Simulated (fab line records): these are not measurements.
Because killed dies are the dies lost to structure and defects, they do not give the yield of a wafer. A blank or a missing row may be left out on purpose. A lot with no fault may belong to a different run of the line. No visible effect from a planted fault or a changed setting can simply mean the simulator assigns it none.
Which of the tools did it? :: flow sky130 :: 42 wafers from 14 lots sampled at 2 of the route's 708 steps

== WHAT THE GAUGES SHOWED, per wafer ==
SKY_FIELD_ISO_THK_MEAS_23.
lot: L813
measured: day 2 06:50
on: filmMetro-02
FIELD_ISO_OXIDATION_01_THK (nm): 10.31 10.21 10.11

lot: L814
measured: day 2 11:45
on: filmMetro-01
FIELD_ISO_OXIDATION_01_THK (nm): 10.16 10.02 10.21

lot: L815
measured: day 2 17:38
on: filmMetro-03
FIELD_ISO_OXIDATION_01_THK (nm): 10.31 10.04 10.21

lot: L816
measured: day 3 01:11
on: filmMetro-03
FIELD_ISO_OXIDATION_01_THK (nm): 9.71 9.83 9.82

lot: L817
measured: day 3 08:11
on: filmMetro-02
FIELD_ISO_OXIDATION_01_THK (nm): 10.26 9.96 10.19

lot: L820
measured: day 3 20:22
on: filmMetro-01
FIELD_ISO_OXIDATION_01_THK (nm): 9.95 10.14 10.21

lot: L821
measured: day 4 04:33
on: filmMetro-01
FIELD_ISO_OXIDATION_01_THK (nm): 10.03 9.99 10.12

lot: L825
measured: day 4 22:14
on: filmMetro-03
FIELD_ISO_OXIDATION_01_THK (nm): 10.02 9.84 9.93

lot: L830
measured: day 6 01:06
on: filmMetro-03
FIELD_ISO_OXIDATION_01_THK (nm): 10.09 10.09 10.10

lot: L831
measured: day 6 05:57
on: filmMetro-02
FIELD_ISO_OXIDATION_01_THK (nm): 10.17 10.32 10.19

lot: L832
measured: day 6 10:03
on: filmMetro-03
FIELD_ISO_OXIDATION_01_THK (nm): 10.05 10.00 9.95

lot: L833
measured: day 6 17:49
on: filmMetro-02
FIELD_ISO_OXIDATION_01_THK (nm): 10.29 10.27 10.19

lot: L834
measured: day 6 21:34
on: filmMetro-02
FIELD_ISO_OXIDATION_01_THK (nm): 10.40 10.50 10.31

lot: L836
measured: day 7 08:49
on: filmMetro-01
FIELD_ISO_OXIDATION_01_THK (nm): 10.25 10.18 10.05

== TOOL THAT RAN EACH LOT (tool first, then ch and the chambers of the sampled wafers, then the start) ==
lot: L813
SKY_FIELD_ISO_EXPOSE_10: krfScanner-02 ch 0, day 1 20:38

lot: L814
SKY_FIELD_ISO_EXPOSE_10: krfScanner-02 ch 0, day 2 02:41

lot: L815
SKY_FIELD_ISO_EXPOSE_10: krfScanner-01 ch 0, day 2 08:25

lot: L816
SKY_FIELD_ISO_EXPOSE_10: krfScanner-01 ch 0, day 2 12:56

lot: L817
SKY_FIELD_ISO_EXPOSE_10: krfScanner-02 ch 0, day 2 18:28

lot: L820
SKY_FIELD_ISO_EXPOSE_10: krfScanner-01 ch 0, day 3 09:35

lot: L821
SKY_FIELD_ISO_EXPOSE_10: krfScanner-02 ch 0, day 3 18:37

lot: L825
SKY_FIELD_ISO_EXPOSE_10: krfScanner-01 ch 0, day 4 11:32

lot: L830
SKY_FIELD_ISO_EXPOSE_10: krfScanner-02, day 5 12:25

lot: L831
SKY_FIELD_ISO_EXPOSE_10: krfScanner-01, day 5 18:31

lot: L832
SKY_FIELD_ISO_EXPOSE_10: krfScanner-02 ch 0, day 5 22:43

lot: L833
SKY_FIELD_ISO_EXPOSE_10: krfScanner-02 ch 0, day 6 05:25

lot: L834
SKY_FIELD_ISO_EXPOSE_10: krfScanner-02 ch 0, day 6 08:26

lot: L836
SKY_FIELD_ISO_EXPOSE_10: krfScanner-02 ch 0, day 6 19:48
- SKY_FIELD_ISO_EXPOSE_10: exposes mask FOM, target cd 150 nm.

== AS READ BY THE TOOLS THEMSELVES (means over the sampled wafers that have a number; for cases with no such wafer, the mark the record gives instead) ==
SKY_FIELD_ISO_EXPOSE_10.
lot: L813
tool: krfScanner-02
exposureDoseMJCm2: 27.954
focusOffsetNm (nm): 0.1

lot: L814
tool: krfScanner-02
exposureDoseMJCm2: 27.949
focusOffsetNm (nm): -0.0

lot: L815
tool: krfScanner-01
exposureDoseMJCm2: 27.999
focusOffsetNm (nm): 0.7

lot: L816
tool: krfScanner-01
exposureDoseMJCm2: 27.967
focusOffsetNm (nm): 0.3

lot: L817
tool: krfScanner-02
exposureDoseMJCm2: 27.939
focusOffsetNm (nm): 0.1

lot: L820
tool: krfScanner-01
exposureDoseMJCm2: 27.961
focusOffsetNm (nm): 0.4

lot: L821
tool: krfScanner-02
exposureDoseMJCm2: 27.974
focusOffsetNm (nm): -0.9

lot: L825
tool: krfScanner-01
exposureDoseMJCm2: 27.992
focusOffsetNm (nm): -0.7

lot: L830
tool: krfScanner-02
exposureDoseMJCm2: -
focusOffsetNm (nm): -

lot: L831
tool: krfScanner-01
exposureDoseMJCm2: -
focusOffsetNm (nm): -

lot: L832
tool: krfScanner-02
exposureDoseMJCm2: 28.007
focusOffsetNm (nm): 0.2

lot: L833
tool: krfScanner-02
exposureDoseMJCm2: 27.991
focusOffsetNm (nm): 0.5

lot: L834
tool: krfScanner-02
exposureDoseMJCm2: 27.961
focusOffsetNm (nm): -0.3

lot: L836
tool: krfScanner-02
exposureDoseMJCm2: 27.954
focusOffsetNm (nm): 0.3

== THE ANSWER, worked out from the rows above alone ==
Rule: what is usual is taken from the lots themselves. Put in order of their means at a reading, lots are off if they are a third of the lots or fewer, leave a main group of 4 or more, and stand apart from it by a gap of 3 or more times the standard deviation of the main group's means; of several such gaps the widest counts. Not used: any main group whose means are identical at the precision the tables above print for the reading. Also off: a lot with no number at a reading for which 4 or more lots have one. The other lots that the step has rows for count as sound. The gauges are gone through in route order, then the tools' own readings, and for those a lot's mean is taken as printed above. At the first step where some lot is off, the reading lying furthest off is the one used; lots without a number count as furthest.
Off at SKY_FIELD_ISO_EXPOSE_10 (exposureDoseMJCm2): L830, L831. Without a number there: L830, L831. For the main group the mean is 27.971 and the standard deviation 0.021.
A tool fits if, at that step or a process step before it, it ran every lot that is off, and no sound lot after the first of them. Of those tried, none fits.

== WHAT THE SIMULATOR HAD PUT IN ==
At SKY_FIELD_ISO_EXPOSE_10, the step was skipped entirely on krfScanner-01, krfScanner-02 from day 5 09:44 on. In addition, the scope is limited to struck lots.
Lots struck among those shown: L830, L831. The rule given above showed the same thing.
